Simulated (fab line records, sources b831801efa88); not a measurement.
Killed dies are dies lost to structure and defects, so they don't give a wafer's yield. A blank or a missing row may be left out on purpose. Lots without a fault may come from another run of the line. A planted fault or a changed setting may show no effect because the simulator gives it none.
A struck lot beside a sound one | flow sfq_line | 14 steps out of a route of 325
Sound: wafers L480.2, L480.4, L480.5. Struck: wafer L490.4. (L490.1, L490.5 of the same lot were not struck and are left out.) The cause comes at the end.
At each step with rows: each side's tool, then ch and its chambers, then its first start. Under that, the readings that differ: sound wafers | struck wafers | difference of the means | sigmas: that difference in standard deviations of wafers without a fault.
alike: readings whose means differ by less than 2 such deviations, and words and numbers that are the same on both sides. not compared: withheld readings, readings that some wafer has no value for, bounds like >300 that may hide the same value, and numbers for which the record gives no deviation and whose values overlap.
The two part at a step that has a row with sigmas, a row that says differs or no value, or rows on one side only. Numbers that don't overlap but have no deviation are shown without sigmas and don't part them. A reading that every wafer of one side lacks parts them only if that side has two wafers or more.

first, 2 steps without rows for these wafers: SFQ_TRILAYER_I2_VIA_STRIP_SOLV_CLEAN_072 (cleans in NMP, time 600 s); SFQ_TRILAYER_M3_DEP_PRE_CLEAN_074 (time 22.5 s).
SFQ_TRILAYER_M3_DEP_SPUTTER_073: material Nb, target thk 200 nm, time 133.3 s.
  sound on pvd_sputter-03, day 24 01:38; struck on pvd_sputter-03, day 32 05:56
  alike: throttle_valve_pct
SFQ_M3_RS_MEAS_919: measures by four-point-probe.
  sound on film_metro-02, day 24 01:44; struck on film_metro-01, day 32 06:01
  alike: M3_NB_RS
then, 6 steps without rows for these wafers: SFQ_TRILAYER_M3_LITHO_COAT_080 (resist thk 62 nm); SFQ_TRILAYER_M3_LITHO_COAT_075 (resist thk 600 nm); SFQ_TRILAYER_M3_LITHO_SOFTBAKE_079; SFQ_TRILAYER_M3_LITHO_EXPOSE_076 (exposes mask M3, target cd 500 nm); SFQ_TRILAYER_M3_LITHO_PEB_078 (peb time 60 s); SFQ_TRILAYER_M3_LITHO_DEVELOP_077 (time 60 s).
-- the record jumps here: 6 days lie between the struck wafers' starts before and after --
SFQ_M3_OVL_MEAS_921:
  sound on overlay-01, day 24 10:14; struck on overlay-01, day 38 10:27
  alike: M3_OVL
SFQ_TRILAYER_M3_BARC_OPEN_METAL_ETCH_100: etches BARC in O2, target depth 125 nm, time 41.7 s.
  sound on rie_metal-02 ch 0,1, day 24 10:16; struck on rie_metal-04 ch 1, day 38 10:29
  reading                                             | sound             | struck | difference | sigmas
  model.KrF_of_TRILAYER_M3_LITHO_COAT_075.thk_nm (nm) | 524.6 523.5 523.4 | 492.8  | -31.0      |
  alike: drypump_motor_current_A, oes_product_au
  not compared: rf_hours_counter_h
SFQ_TRILAYER_M3_ETCH_METAL_ETCH_078: etches Nb in Cl2/Ar, stops on SiO2, target depth 240 nm, time 120 s.
  sound on rie_metal-02 ch 0,1, day 24 10:20; struck on rie_metal-04 ch 1, day 38 10:32
  reading                                             | sound             | struck | difference | sigmas
  model.KrF_of_TRILAYER_M3_LITHO_COAT_075.thk_nm (nm) | 386.1 383.9 384.2 | 353.1  | -31.6      |
  alike: drypump_motor_current_A, oes_product_au
  not compared: rf_hours_counter_h
SFQ_TRILAYER_M3_STRIP_STRIP_079: strips in O2.
  sound on rie_metal-02 ch 0,1, day 24 10:28; struck on rie_metal-04 ch 1, day 38 10:40
  reading               | sound             | struck | difference | sigmas
  oes_product_au (a.u.) | 0.987 0.991 0.993 | 1.004  | +0.014     | +2
  alike: drypump_motor_current_A
  not compared: rf_hours_counter_h

WHERE THEY PART
Only at SFQ_TRILAYER_M3_STRIP_STRIP_079, within this record.

WHY: what the simulator had put in
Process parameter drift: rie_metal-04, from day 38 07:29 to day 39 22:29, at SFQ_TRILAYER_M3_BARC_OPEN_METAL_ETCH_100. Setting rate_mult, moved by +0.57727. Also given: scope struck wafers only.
